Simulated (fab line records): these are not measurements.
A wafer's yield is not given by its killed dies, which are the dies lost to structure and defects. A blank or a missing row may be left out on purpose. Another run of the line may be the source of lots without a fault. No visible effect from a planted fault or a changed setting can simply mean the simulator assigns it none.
A lot that was struck, set against a sound lot | flow sky130 | 14 steps out of a route of 708
Sound: the wafers L475.1, L475.2, L475.6. Struck: wafers L470.1, L470.2, L470.3. At the end, the cause is stated.
For every step that has rows: the tool of each side, followed by ch and its chambers, followed by its first start. Under that, the readings that differ: sound wafers | struck wafers | difference of the means | sigmas: that difference in standard deviations of wafers without a fault.
alike: readings whose means differ by less than 2 such deviations, and words and numbers that are the same on both sides. not compared: withheld readings, readings that some wafer has no value for, bounds like >300 that may hide the same value, and numbers for which the record gives no deviation and whose values overlap.
A row with sigmas, a row that says differs or no value, or rows on one side alone: a step with any of these is where the two part. Numbers that don't overlap but have no deviation are shown without sigmas and don't part them. A reading missing from all wafers of one side parts the sides only when that side holds two or more wafers.

SKY_NWELL_OVL_MEAS_10:
  sound on overlay-01, day 8 22:32; struck on overlay-02, day 7 17:45
  alike: NWELL_00_OVL
then, 3 steps without rows for these wafers: SKY_NWELL_IMPLANT_11; SKY_NWELL_IMPLANT_12; SKY_NWELL_IMPLANT_13.
SKY_NWELL_STRIP_14: strips in O2/N2.
  sound on plasmaAsher-01 ch 0,1, day 8 23:01; struck on plasmaAsher-04 ch 0,1, day 7 18:14
  alike: drypumpMotorCurrentA, oesProductAu, stripTimeToEndpointS
  not compared: rfHoursCounterH
SKY_NWELL_TW_MEAS_15:
  sound on filmMetro-04, day 8 23:07; struck on filmMetro-04, day 7 18:20
  alike: NWELL_TW
then, 6 steps without rows for these wafers: SKY_NWELL_DEHYDRATE_16 (time 60 s); SKY_NWELL_HMDS_17 (prime time 60 s); SKY_NWELL_COAT_18 (resist thk 3000 nm); SKY_NWELL_SOFTBAKE_19; SKY_NWELL_EXPOSE_20 (exposes mask NWM COMPLEMENT, target cd 840 nm); SKY_NWELL_PEB_21.
SKY_NWELL_DEVELOP_22: develop time 60 s.
  sound on lithoTrack-03 ch 0, day 9 20:00; struck on lithoTrack-01, day 8 15:00
  no value came back on the struck wafers for chillPlateTempC (C), developTimeS (s); on the sound wafers chillPlateTempC (C) reads 22.80 22.98 23.12
SKY_NWELL_OVL_MEAS_23:
  sound on overlay-01, day 9 20:46; struck on overlay-01, day 8 15:39
reading           | sound        | struck | difference                    | sigmas
NWELL_01_OVL (nm) | 1.6 0.1 -0.4 | - - -  | no value on the struck wafers | 

## WHERE THEY PART
At SKY_NWELL_DEVELOP_22 first; at SKY_NWELL_OVL_MEAS_23 last (within this record only).

WHY: what had been put in by the simulator
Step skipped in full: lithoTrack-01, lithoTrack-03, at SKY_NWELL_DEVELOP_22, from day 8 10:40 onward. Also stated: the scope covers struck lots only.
